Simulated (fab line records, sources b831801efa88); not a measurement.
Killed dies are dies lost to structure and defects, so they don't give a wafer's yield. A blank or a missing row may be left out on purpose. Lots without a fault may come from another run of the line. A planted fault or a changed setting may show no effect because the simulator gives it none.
Problem report in the 8D (eight disciplines) form, filled by code | flow gf180mcu | the parts of the form that need people (team, actions taken, sign-off) are left out

1. THE PROBLEM
HV_LDD_4_TW at GF_HV_LDD_TW_MEAS_50 reads a mean of 507 on 9 wafers of 3 lots; wafers without a fault read 566 with a standard deviation of 4.4. That is -13 standard deviations from the usual mean.
First seen on wafer L918.3, day 15 21:15, on film_metro-01. The record holds 39 wafers of 13 lots with a number at this step. Rule for "out", or "out of limits": more than 4 standard deviations from the usual mean. The other wafers with a number count as sound.

2. WHAT IT IS AND WHAT IT IS NOT
question                    | is                           | is not
which readings at this step | HV_LDD_4_TW                  | -
which lots                  | L918, L919, L921             | L909, L911, L912, L913, L916, L917, L925, L928, L929, L930
which wafers of those lots  | all that have a number       | -
read on which gauges        | film_metro-01, film_metro-04 | film_metro-03
when                        | from day 15 21:15            | up to then (18 sound wafers); but 12 sound wafers of L925, L928, L929, L930 came after

3. SUSPECTS, AND WHAT RULES EACH OUT
Counting: a tool at a process step up to the reading stays a suspect if it ran every lot that is out and no sound lot after the first of them.
- the gauge at GF_HV_LDD_TW_MEAS_50: ruled out. The wafers that are out were read on 2 gauges (film_metro-01, film_metro-04).
- implanter-03 at GF_HV_LDD_IMPLANT_48: ruled out as a lasting fault. Sound lots L929 ran on it after its first lot that is out, L918 (day 15 21:02).
Left after counting: nothing in the record.

4. THE CAUSE (what the simulator had put in)
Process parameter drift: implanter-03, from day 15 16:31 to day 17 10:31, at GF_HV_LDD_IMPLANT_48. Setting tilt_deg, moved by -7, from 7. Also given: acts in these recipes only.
Counting ruled it out, wrongly: the rule takes a fault to strike every lot that its tool runs from its start on, and this one did not.

5. THE CHAIN OF EFFECTS, in route order
Each row: a reading whose mean over the struck wafers that have a number lies more than 3 standard deviations from the usual. Only readings for which the record gives a usual standard deviation are gone through. hours: the time from each lot's start at the first step in this table that gives one to its start at this step, as a median over the lots. sigmas: the change in usual standard deviations.
hours | step                 | reading     | usual         | on struck wafers | change | sigmas
0     | GF_HV_LDD_IMPLANT_48 | tilt_deg    | 7.001 degrees | 0.003            | -6.998 | -99 or more
0     | GF_HV_LDD_TW_MEAS_50 | HV_LDD_4_TW | 566           | 507              | -59    | -13
The process steps in it:
- GF_HV_LDD_IMPLANT_48

6. WHAT WOULD HAVE CAUGHT IT SOONER
In this record the first reading out of limits at a measuring or inspecting step was taken at day 15 21:15, 5 hours after the fault began at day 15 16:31.
The tool's own readings at GF_HV_LDD_IMPLANT_48 were out on every struck wafer that the step has a row for (tilt_deg): an alarm limit on them would have fired on the first of those.
